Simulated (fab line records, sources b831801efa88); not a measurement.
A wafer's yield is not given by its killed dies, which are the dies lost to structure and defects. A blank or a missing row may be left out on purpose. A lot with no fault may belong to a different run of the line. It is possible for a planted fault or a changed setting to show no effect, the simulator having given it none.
fab line records	flow sfqLine
record lots=14	wafers=42	lastDay=75
route steps=325 shown I4@163 JJ@188
lots with no fault: from the same line, run without faults
startH: hours from the record's first day to the start of the lot's first wafer shown	waitH: time in hours since the lot's previous step	" unchanged from the row above	L1.1+2: several wafers, shown together as one row	- either no value or no given start	* or withheld: withheld	< > ~ a bound
route shown NAME@n: NAME is a module with steps in the file, n the number in the route of the first one	usual: mean/standard deviation taken from wafers without a fault	same: alike in all rows	chamber/n: place in a boat	sites: the reading at each site	_std_site: standard deviation of those values	_edge_site: inner sites' mean taken away from outer sites' mean	radiusMm: for every site, how far away it sits from the centre of the wafer	mask NAME#n: copy n	behind: the tool/chamber that last shaped the wafer	hold: cause of the lot's hold/its duration in hours/its outcome	device: which transistor (n, p or np) failed to switch	end of line: at the end of the route, the tests of the same wafers	where a step has no rows: the recipe by itself	killed: at the first sort, the dies lost to defects and structure; wafer yield is something else	map: shows each die of a wafer: x if killed, . if not, _ if none is there
set.NAME: the run value of the setting; set.NAME@STEP: its run value at that earlier step	model.NAME: the simulator's own value behind a step, which no gauge read
route steps across a sampled set of lots; one table per step, one row per wafer
services: a tool's chamber out of use, with start hour (startH, from the record's first day; less than 0 if before it), hours out, and reason
## steps
# step SFQ_TRILAYER_I4_DEP_PECVD_099
# recipe material=SiO2	tempC=150	timeS=111.11	pressureTorr=2.4	rfW=183.3	precursor=SiH4/N2O	targetThkNm=500
# usual chamberPressureTorr=2.400/0.0053	heaterPowerOuterW=29/11	heaterPowerW=79/12	throttleValvePct=25.0/1.3
lot.wafer	tool	chamber	startH	waitH	chamberPressureTorr	heaterPowerOuterW	heaterPowerW	sinceWetCleanH	throttleValvePct
L982.4	pecvd-04	0	806.87	0.0	2.397	24	80	-	27.2
L982.5	"	1	"	"	2.402	40	85	-	25.3
L982.6	"	2	"	"	2.401	16	66	-	23.5
L983.1	pecvd-04	1	824.83	0.0	2.402	37	85	986	25.2
L983.2	"	2	"	"	2.397	15	66	986	23.9
L983.3	"	0	"	"	2.405	25	81	986	26.9
L987.2	pecvd-04	2	849.61	0.0	2.401	12	61	1011	24.2
L987.3	"	1	"	"	2.411	44	90	1011	25.6
L987.5	"	0	"	"	2.395	16	68	-	27.1
L988.3	pecvd-03	2	852.01	0.0	2.400	47	102	644	24.3
L988.4	"	1	"	"	2.406	25	76	-	25.3
L988.5	"	0	"	"	2.408	40	93	-	23.4
L989.1	pecvd-04	2	852.43	0.0	-	-	-	-	-
L989.2	"	0	"	"	-	-	-	-	-
L989.3	"	1	"	"	-	-	-	-	-
L990.1	pecvd-01	1	872.31	0.0	-	-	-	-	-
L990.3	"	2	"	"	-	-	-	-	-
L990.6	"	2	"	"	-	-	-	-	-
L991.1	pecvd-04	0	907.67	0.0	2.397	21	79	1069	27.0
L991.5	"	1	"	"	2.402	46	90	-	25.5
L991.6	"	0	"	"	2.412	23	78	-	27.4
L992.1	pecvd-04	0	920.86	0.0	2.414	22	75	1082	27.1
L992.4	"	1	"	"	2.398	44	89	-	25.2
L992.5	"	0	"	"	2.404	24	79	-	27.3
L995.2	pecvd-04	0	958.06	0.0	2.404	21	75	1119	27.3
L995.4	"	2	"	"	2.415	19	71	-	23.9
L995.5	"	0	"	"	2.402	23	78	-	27.5
L997.2	pecvd-01	1	962.86	0.0	2.399	31	78	16	23.3
L997.5	"	0	"	"	2.398	31	73	-	23.2
L997.6	"	2	"	"	2.403	25	68	-	24.0
L998.1	pecvd-04	1	988.16	0.0	2.398	36	80	1149	25.1
L998.3	"	2	"	"	2.395	16	66	1149	24.0
L998.5	"	1	"	"	2.391	39	85	-	25.4
L100.2	pecvd-01	2	1014.09	0.0	2.394	25	71	67	24.2
L100.3	"	1	"	"	2.398	21	64	67	23.4
L100.4	"	2	"	"	2.403	26	72	-	23.9
L103.1	pecvd-03	1	1049.44	0.0	2.392	29	83	841	26.0
L103.4	"	0	"	"	2.399	41	93	-	23.4
L103.5	"	2	"	"	2.400	46	101	-	24.9
L104.1	pecvd-03	2	1064.12	0.0	2.394	46	100	856	24.9
L104.2	"	1	"	"	2.393	27	80	856	26.1
L104.3	"	0	"	"	2.401	44	98	856	23.1
# step SFQ_TRILAYER_I4_METRO_MEASURE_101
lot.wafer	tool	chamber	startH	waitH
L982.4+5+6	filmMetro-02	-	827.05	0.6
L983.1+2+3	filmMetro-02	-	841.80	0.1
L987.2+3+5	filmMetro-03	-	872.00	0.3
L988.3+4+5	filmMetro-02	-	875.20	0.5
L989.1+2+3	filmMetro-04	-	877.45	0.1
L990.1+3+6	filmMetro-02	-	901.45	0.1
L991.1+5+6	filmMetro-04	-	925.80	0.1
L992.1+4+5	filmMetro-04	-	941.76	0.1
L995.2+4+5	filmMetro-04	-	974.96	0.3
L997.2+5+6	filmMetro-04	-	983.00	0.3
L998.1+3+5	filmMetro-04	-	1000.80	0.1
L100.2+3+4	filmMetro-03	-	1024.62	0.3
L103.1+4+5	filmMetro-02	-	1055.11	0.1
L104.1+2+3	filmMetro-04	-	1070.11	0.1
# step SFQ_TRILAYER_I4_VIA_ETCH_VIA_ETCH_106
# recipe target=SiO2	stopOn=Nb	maskMaterial=PR	taperDeg=20	chemistry=CHF3	targetDepthNm=260	sourceW=500	biasW=80	pressureMtorr=30	timeS=withheld
# usual drypumpMotorCurrentA=5.4/0.35	oesProductAu=0.855/0.0049
lot.wafer	tool	chamber	startH	waitH	drypumpMotorCurrentA	oesProductAu
L982.4	rieDiel-02	3	878.59	0.0	6.0	0.856
L982.5	"	2	"	"	6.0	0.860
L982.6	"	1	"	"	5.2	0.855
L983.1	rieDiel-02	2	901.94	0.0	6.1	0.847
L983.2	"	0	"	"	5.7	0.856
L983.3	"	3	"	"	6.0	0.851
L987.2	rieDiel-02	2	933.14	0.0	6.0	0.860
L987.3	"	3	"	"	6.0	0.856
L987.5	"	3	"	"	6.0	0.854
L988.3	rieDiel-04	3	935.54	0.0	4.9	0.859
L988.4	"	1	"	"	5.7	0.850
L988.5	"	1	"	"	5.7	0.857
L989.1	rieDiel-04	2	939.14	0.0	5.3	0.385
L989.2	"	1	"	"	5.8	0.372
L989.3	"	3	"	"	4.9	0.368
L990.1	rieDiel-02	2	964.44	0.0	6.0	0.363
L990.3	"	0	"	"	5.7	0.371
L990.6	"	2	"	"	6.0	0.377
L991.1	rieDiel-04	3	984.84	0.0	4.9	0.849
L991.5	"	2	"	"	5.3	0.854
L991.6	"	3	"	"	4.9	0.858
L992.1	rieDiel-01	1	1009.58	0.0	5.2	0.857
L992.4	"	3	"	"	5.4	0.854
L992.5	"	1	"	"	5.2	0.845
L995.2	rieDiel-02	0	1046.13	0.0	5.7	0.855
L995.4	"	2	"	"	6.0	0.857
L995.5	"	0	"	"	5.7	0.855
L997.2	rieDiel-01	2	1055.73	0.0	5.6	0.855
L997.5	"	1	"	"	5.1	0.853
L997.6	"	2	"	"	5.7	0.854
L998.1	rieDiel-01	0	1077.63	0.0	5.2	0.856
L998.3	"	2	"	"	5.6	0.860
L998.5	"	0	"	"	5.2	0.852
L100.2	rieDiel-02	2	1100.43	0.0	6.0	0.853
L100.3	"	1	"	"	5.2	0.860
L100.4	"	3	"	"	6.0	0.863
L103.1	rieDiel-01	2	1139.52	0.0	5.6	0.857
L103.4	"	0	"	"	5.2	0.864
L103.5	"	3	"	"	5.4	0.861
L104.1	rieDiel-01	0	1164.96	0.0	5.2	0.849
L104.2	"	1	"	"	5.2	0.846
L104.3	"	2	"	"	5.7	0.847
# step SFQ_TRILAYER_JJ_CE_LITHO_EXPOSE_115
# recipe maskId=J5	na=0.6	sourceShape=conventional	sigmaOuter=0.65	targetCdNm=700	doseMj=14.4
# usual exposureDoseMJCm2=14.396/0.015	focusOffsetNm=0.1/0.6
lot.wafer	tool	chamber	startH	waitH	mask	exposureDoseMJCm2	focusOffsetNm
L982.4	krfScanner-01	0	942.96	-	J5#0	14.409	0.8
L982.5	"	0	"	"	J5#0	14.384	1.1
L982.6	"	0	"	"	J5#0	14.394	0.4
L983.1	krfScanner-01	0	966.46	-	J5#0	14.395	0.3
L983.2	"	0	"	"	J5#0	14.399	0.2
L983.3	"	0	"	"	J5#0	14.387	-0.2
L987.2	krfScanner-01	0	996.66	-	J5#0	14.375	0.6
L987.3	"	0	"	"	J5#0	14.374	-0.1
L987.5	"	0	"	"	J5#0	14.397	0.5
L988.3	krfScanner-01	0	1000.46	-	J5#0	14.399	0.0
L988.4	"	0	"	"	J5#0	14.419	0.7
L988.5	"	0	"	"	J5#0	14.389	0.2
L989.1	krfScanner-01	-	1005.60	-	J5#0	-	-
L989.2	"	-	"	"	J5#0	-	-
L989.3	"	-	"	"	J5#0	-	-
L990.1	krfScanner-01	-	1034.20	-	J5#0	-	-
L990.3	"	-	"	"	J5#0	-	-
L990.6	"	-	"	"	J5#0	-	-
L991.1	krfScanner-01	0	1057.75	-	J5#0	14.399	-0.7
L991.5	"	0	"	"	J5#0	14.394	-1.1
L991.6	"	0	"	"	J5#0	14.399	-0.3
L992.1	krfScanner-01	0	1086.86	-	J5#0	14.391	0.6
L992.4	"	0	"	"	J5#0	14.406	1.4
L992.5	"	0	"	"	J5#0	14.392	0.7
L995.2	krfScanner-01	0	1126.05	-	J5#0	14.393	-0.8
L995.4	"	0	"	"	J5#0	14.375	0.8
L995.5	"	0	"	"	J5#0	14.420	0.3
L997.2	krfScanner-01	0	1139.35	-	J5#0	14.389	-0.9
L997.5	"	0	"	"	J5#0	14.403	-0.2
L997.6	"	0	"	"	J5#0	14.373	0.8
L998.1	krfScanner-01	0	1175.39	-	J5#0	14.393	-0.5
L998.3	"	0	"	"	J5#0	14.384	0.3
L998.5	"	0	"	"	J5#0	14.392	0.4
L100.2	krfScanner-01	0	1205.39	-	J5#0	14.396	1.0
L100.3	"	0	"	"	J5#0	14.390	-1.1
L100.4	"	0	"	"	J5#0	14.425	0.2
L103.1	krfScanner-01	0	1250.91	-	J5#0	14.405	0.4
L103.4	"	0	"	"	J5#0	14.412	0.9
L103.5	"	0	"	"	J5#0	14.405	0.4
L104.1	krfScanner-01	0	1279.91	-	J5#0	14.402	0.0
L104.2	"	0	"	"	J5#0	14.397	0.1
L104.3	"	0	"	"	J5#0	14.386	-0.1
## services
tool	chamber	startH	hours	kind
krfScanner-01	-	785.03	1.3	pm
krfScanner-01	-	852.33	1.0	pm
krfScanner-01	-	864.97	0.5	repair
krfScanner-01	-	881.42	8.1	repair
pecvd-04	-	895.33	2.8	pm
pecvd-04	1	909.94	5.1	repair
krfScanner-01	-	961.56	1.3	pm
krfScanner-01	-	1021.20	1.0	pm
pecvd-04	1	1035.36	4.8	repair
krfScanner-01	-	1068.59	3.1	repair
pecvd-04	-	1074.31	15.4	repair
pecvd-04	-	1076.93	1.0	repair
krfScanner-01	-	1085.84	0.1	repair
pecvd-04	0	1087.70	12.7	repair
pecvd-04	-	1104.29	0.2	repair
krfScanner-01	-	1110.72	0.7	repair
pecvd-04	-	1121.97	0.9	repair
krfScanner-01	-	1136.65	1.3	pm
krfScanner-01	-	1166.67	0.2	repair
krfScanner-01	-	1185.69	0.4	repair
krfScanner-01	-	1189.79	1.0	pm
krfScanner-01	-	1206.39	0.8	pm
krfScanner-01	-	1243.46	4.0	pm
krfScanner-01	-	1270.04	2.8	repair
## key
firstSign step=SFQ_TRILAYER_I4_DEP_PECVD_099	reading=toolRecord	direction=missing
effect step=SFQ_TRILAYER_I4_VIA_ETCH_VIA_ETCH_106	reading=oesProductAu	direction=down	sigmas=98	usual=0.855	struck=0.373
effect step=SFQ_TRILAYER_JJ_CE_LITHO_EXPOSE_115	reading=toolRecord	direction=missing
metAt SFQ_TRILAYER_I4_DEP_PECVD_099
struckLots L989,L990
onsetBetween 849.61 852.43
fault kind=skippedStepWhole	tool=pecvd-01,pecvd-04	chamber=-	onsetH=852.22	steps=SFQ_TRILAYER_I4_DEP_PECVD_099	scope=struckLotsOnly
